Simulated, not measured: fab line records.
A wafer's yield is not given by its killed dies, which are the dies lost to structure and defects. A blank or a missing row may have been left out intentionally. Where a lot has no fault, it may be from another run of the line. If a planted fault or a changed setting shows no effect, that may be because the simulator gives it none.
A single fault, viewed from 2 desks | flow sky130 | each desk holds nothing but its own numbers, with what lay behind them at the end

== AT THE METROLOGY DESK ==
Lot by lot, what the gauges showed, no matter which tool ran the lot: averages of those sampled wafers that carry a number. A lot is out of limits, marked OUT, if its mean lies more than 4 standard deviations from the usual mean; the brackets give that distance.
Columns: A = cd-nm at SKY_SD_N_CD_MEAS_07, usual 379.7 nm
lot  | first seen here | A
L673 | day 27 22:25    | 378.7
L674 | day 28 05:40    | 377.7
L676 | day 28 22:56    | 380.9
L677 | day 29 16:14    | 380.8
L680 | day 30 06:20    | 378.1
L683 | day 31 01:02    | 379.5
L684 | day 31 22:59    | 379.3
L685 | day 32 06:38    | 384.3
L687 | day 32 14:13    | 379.7
L691 | day 33 21:55    | 380.4
L693 | day 34 09:46    | 379.1
L696 | day 35 06:35    | 381.5
This desk found nothing out of limits on any of the 12 lots.

== THE TOOL OWNER'S DESK: pvd-sputter-01 ==
The tool's own readings at SKY_METAL2_SPUTTER_04 (material TiN, target thk 70 nm, time 58.3 s): means of the sampled wafers that have a number, for each lot that ran on this tool. A lot is out of limits, marked OUT, if its mean lies more than 4 standard deviations from the usual mean; the brackets give that distance.
Columns: A = cathode-dc-power-W at SKY_METAL2_SPUTTER_04, usual 6500.1 W; B = throttle-valve-pct at SKY_METAL2_SPUTTER_04, usual 29.6 %
lot  | first seen here | A                        | B
L673 | day 34 02:11    | 6500.7                   | 29.7
L674 | day 34 08:20    | 6500.8                   | 30.2
L677 | day 35 18:10    | 6500.5                   | 29.6
L684 | day 37 19:46    | 6499.6                   | 28.8
L685 | day 38 04:35    | 6499.9                   | 29.3
L687 | day 38 11:26    | 6500.2                   | 29.1
L691 | day 39 15:47    | 7260.7 (+99 or more) OUT | 30.6
L693 | day 40 05:22    | 6880.0 (+99 or more) OUT | 29.7
This desk's finding: out of limits on L691, L693; first on L691, day 39 15:47 (cathode-dc-power-W at SKY_METAL2_SPUTTER_04). L673, L674, L677, L684, L685, L687 stayed within limits.

== PUT TOGETHER ==
On L691, L693, at day 39 15:47, an alarm was possible from the tool owner's desk.
At the metrology desk, nothing out of limits was observed.
The metrology desk holds a record of L691, L693, inside its limits.
Of the lots named, all ran SKY_METAL2_SPUTTER_04 on pvd-sputter-01.

== WHAT HAD BEEN PUT IN BY THE SIMULATOR ==
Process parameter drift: pvd-sputter-01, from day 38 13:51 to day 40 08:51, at SKY_METAL2_SPUTTER_04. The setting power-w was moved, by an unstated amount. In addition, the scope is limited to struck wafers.
Struck lots among those shown: L691, L693.
How many hours passed from the start of the fault until each desk's first out-of-limits reading: the tool owner's desk, 26.
